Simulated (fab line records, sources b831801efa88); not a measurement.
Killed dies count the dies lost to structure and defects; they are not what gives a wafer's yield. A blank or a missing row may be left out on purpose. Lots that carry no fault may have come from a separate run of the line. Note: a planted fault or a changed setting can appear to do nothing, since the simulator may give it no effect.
One fault through the eyes of 2 desks | flow gf180mcu | every desk sees just its own numbers, and what lay behind them comes last

## FOR THE TOOL OWNER'S DESK: cmp-02
The tool's own readings at GF_V1_CMP_04 (polishes SiO2): means of the sampled wafers that have a number, for each lot that ran on this tool. Marked OUT: a lot whose mean sits more than 4 standard deviations from the usual mean, which makes it out of limits; the brackets give that distance.
Columns: A = edgeZonePressureFrac at GF_V1_CMP_04, usual 0.999; B = motorCurrentA at GF_V1_CMP_04, usual 11.2 A; C = timeToEndpointS at GF_V1_CMP_04, usual 82 s
lot  | first seen here | A     | B    | C
L161 | day 21 18:17    | 0.998 | 12.3 | 64
L168 | day 24 13:09    | 0.995 | 11.2 | 83
This desk found nothing out of limits on any of the 2 lots.

## THE METROLOGY DESK
What the gauges read, lot by lot, whatever tool the lot ran on: means of the sampled wafers that have a number. Marked OUT: a lot whose mean sits more than 4 standard deviations from the usual mean, which makes it out of limits; the brackets give that distance. Only the readings that lie furthest out on some lot appear, 7 of the 9 it has.
Columns: A = cdNm at GF_M1_CD_MEAS_14, usual 229.7 nm; B = M1_OVL at GF_M1_OVL_MEAS_15, usual -1 nm; C = V1_CVD_02_THK at GF_V1_THK_MEAS_03, usual 854 nm; D = V1_BOW at GF_V1_BOW_MEAS_05, usual 82 um; E = cdNm at GF_V1_CD_MEAS_14, usual 260.3 nm; F = V1_W_RS at GF_V1_RS_MEAS_24, usual 0.326 ohm/sq; G = V1_W_THK at GF_V1_THK_MEAS_25, usual 368 nm
lot  | first seen here | A     | B  | C   | D  | E     | F     | G
L157 | day 20 00:43    | 229.5 | -7 | 866 | 85 | 259.0 | 0.325 | 368
L161 | day 21 17:12    | 229.7 | -2 | 855 | 85 | 261.4 | 0.328 | 370
L167 | day 24 03:58    | 228.1 | -2 | 868 | 96 | 257.9 | 0.331 | 361
L168 | day 24 11:59    | 230.4 | -2 | 851 | 93 | 260.7 | 0.327 | 365
L169 | day 24 14:27    | 229.5 | -2 | 827 | 74 | 259.5 | 0.323 | 370
This desk found nothing out of limits on any of the 5 lots.

## ALL TOGETHER
The desk of the tool owner found nothing out of limits.
At the metrology desk, nothing out of limits was observed.

## WHAT THE SIMULATOR HAD PUT IN
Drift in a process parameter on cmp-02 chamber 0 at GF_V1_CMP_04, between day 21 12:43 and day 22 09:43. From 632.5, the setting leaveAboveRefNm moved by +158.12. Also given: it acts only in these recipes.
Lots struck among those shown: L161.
